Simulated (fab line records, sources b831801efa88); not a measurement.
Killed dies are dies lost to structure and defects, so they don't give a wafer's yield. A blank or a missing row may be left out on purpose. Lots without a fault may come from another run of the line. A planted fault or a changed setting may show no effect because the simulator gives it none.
Which tool did it? | flow sky130 | 11 lots, 33 wafers sampled, at 2 steps of a route of 708

WHAT THE GAUGES READ, wafer by wafer
SKY_SONOS_ONO_OVL_MEAS_14.
lot  | measured     | on         | SONOS_ONO_OVL (nm)
L155 | day 12 17:43 | overlay-01 | 0.2 0.9 -0.7
L156 | day 13 00:38 | overlay-01 | 0.4 1.4 0.0
L157 | day 13 09:50 | overlay-02 | 1.8 1.9 1.2
L165 | day 15 18:05 | overlay-02 | 45.9 45.2 46.2
L166 | day 16 22:35 | overlay-01 | 43.2 43.3 43.8
L167 | day 16 23:34 | overlay-02 | 2.2 3.2 3.3
L170 | day 17 13:41 | overlay-01 | -0.5 2.6 1.3
L172 | day 18 03:26 | overlay-01 | 0.2 0.8 1.1
L173 | day 18 18:53 | overlay-02 | 1.4 1.7 2.3
L174 | day 18 18:35 | overlay-02 | 4.1 4.1 3.7
L178 | day 20 12:23 | overlay-01 | -1.9 -1.0 -1.0

WHICH TOOL RAN EACH LOT (tool, then ch and the chambers of the sampled wafers, then the start)
lot  | SKY_SONOS_ONO_EXPOSE_10
L155 | iline_stepper-02 ch 0, day 12 05:48
L156 | iline_stepper-02 ch 0, day 12 13:32
L157 | iline_stepper-01 ch 0, day 12 21:46
L165 | iline_stepper-01 ch 0, day 15 05:23
L166 | iline_stepper-01 ch 0, day 16 08:16
L167 | iline_stepper-02 ch 0, day 16 08:58
L170 | iline_stepper-02 ch 0, day 17 00:05
L172 | iline_stepper-02 ch 0, day 17 13:03
L173 | iline_stepper-02 ch 0, day 18 04:37
L174 | iline_stepper-02 ch 0, day 18 04:17
L178 | iline_stepper-02 ch 0, day 19 22:10
- SKY_SONOS_ONO_EXPOSE_10: exposes mask ONOM, target cd 410 nm.

THE ANSWER, worked out from the rows above alone
Rule: what is usual is taken from the lots themselves. Put in order of their means at a reading, lots are off if they are a third of the lots or fewer, leave a main group of 4 or more, and stand apart from it by a gap of 3 or more times the standard deviation of the main group's means; of several such gaps the widest counts. A main group whose means are all the same, to the digits that the tables above print for the reading, isn't used. A lot without any number at a reading at which 4 lots or more have one is off too. The other lots that the step has rows for count as sound.
Off: L165, L166, at SKY_SONOS_ONO_OVL_MEAS_14 (SONOS_ONO_OVL). The main group: mean 1.3 nm, standard deviation 1.5.
A tool fits if, at a process step before that reading, it ran every lot that is off, and no sound lot after the first of them. The gauges at SKY_SONOS_ONO_OVL_MEAS_14 are tried like those tools. One fits: iline_stepper-01 at SKY_SONOS_ONO_EXPOSE_10. Its last sound lot is L157 (day 12 21:46), its first lot that is off L165 (day 15 05:23): a fault that began between those two fits.

WHAT THE SIMULATOR HAD PUT IN
Scanner matching overlay: iline_stepper-01, from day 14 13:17 on, at SKY_SONOS_ONO_EXPOSE_10. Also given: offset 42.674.
Lots struck among those shown: L165, L166. The rule above found the same.
